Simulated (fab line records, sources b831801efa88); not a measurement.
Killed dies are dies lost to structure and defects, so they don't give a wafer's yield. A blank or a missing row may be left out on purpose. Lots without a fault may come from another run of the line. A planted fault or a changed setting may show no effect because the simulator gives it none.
Chamber matching | flow sky130 | SKY_LI_CONTACT_ETCH_14 on rie_diel-04: 4 sister chambers
The step etches BARC in N2/H2, stops on SiO2, time 45.9 s, target depth 60 nm. 8 wafers are shown with their chamber, then 12 later ones without.

WAFERS WITH THEIR CHAMBER
wafer  | chamber | throttle_valve_pct (%) | oes_product_au (a.u.)
L080.3 | 3       | 13.215                 | 0.865
L085.4 | 0       | 13.230                 | 0.862
L087.1 | 0       | 13.211                 | 0.847
L087.2 | 1       | 13.226                 | 0.856
L087.3 | 3       | 13.223                 | 0.854
L087.4 | 2       | 13.228                 | 0.852
L087.5 | 1       | 13.214                 | 0.851
L087.6 | 2       | 13.226                 | 0.852

WAFERS WITHOUT THEIR CHAMBER
wafer  | throttle_valve_pct (%) | oes_product_au (a.u.)
L089.1 | 13.218                 | 0.856
L089.2 | 13.219                 | 0.851
L089.3 | 13.225                 | 0.856
L089.4 | 13.217                 | 0.850
L089.5 | 13.226                 | 0.856
L089.6 | 13.230                 | 0.862
L092.1 | 13.238                 | 0.841
L092.3 | 13.218                 | 0.862
L092.5 | 13.238                 | 0.853
L097.2 | 13.223                 | 0.850
L097.4 | 13.230                 | 0.850
L097.5 | 13.236                 | 0.851

WHICH CHAMBER EACH WENT THROUGH
wafer  | from the rows above               | in truth
L089.1 | can't be placed: 0 or 1 or 3 or 2 | 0
L089.2 | can't be placed: 1 or 0 or 2 or 3 | 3
L089.3 | can't be placed: 0 or 2 or 1 or 3 | 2
L089.4 | can't be placed: 1 or 0 or 2 or 3 | 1
L089.5 | can't be placed: 2 or 0 or 1 or 3 | 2
L089.6 | can't be placed: 3 or 2 or 0 or 1 | 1
L092.1 | can't be placed: 2 or 1 or 0 or 3 | 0
L092.3 | can't be placed: 3 or 0 or 1 or 2 | 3
L092.5 | can't be placed: 2 or 0 or 1 or 3 | 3
L097.2 | can't be placed: 2 or 1 or 0 or 3 | 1
L097.4 | can't be placed: 2 or 1 or 0 or 3 | 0
L097.5 | can't be placed: 2 or 0 or 1 or 3 | 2
Placed correctly: 0 of 12. Can't be placed from these rows: 12 (the true chamber is among the candidates in 12). Placed wrongly: 0.
How it was worked out, from the rows above alone: a wafer's distance from a chamber is the root of the sum, over the readings, of the square of ((its reading less the chamber's mean) divided by the reading's scatter). The wafer belongs to the nearest chamber; if the next one is less than 2 further off, it can't be placed. A chamber's mean is the mean of its shown wafers. The scatter: the root of (the sum of the squares of (reading less its chamber's mean) over the shown wafers, divided by (wafers less chambers)).
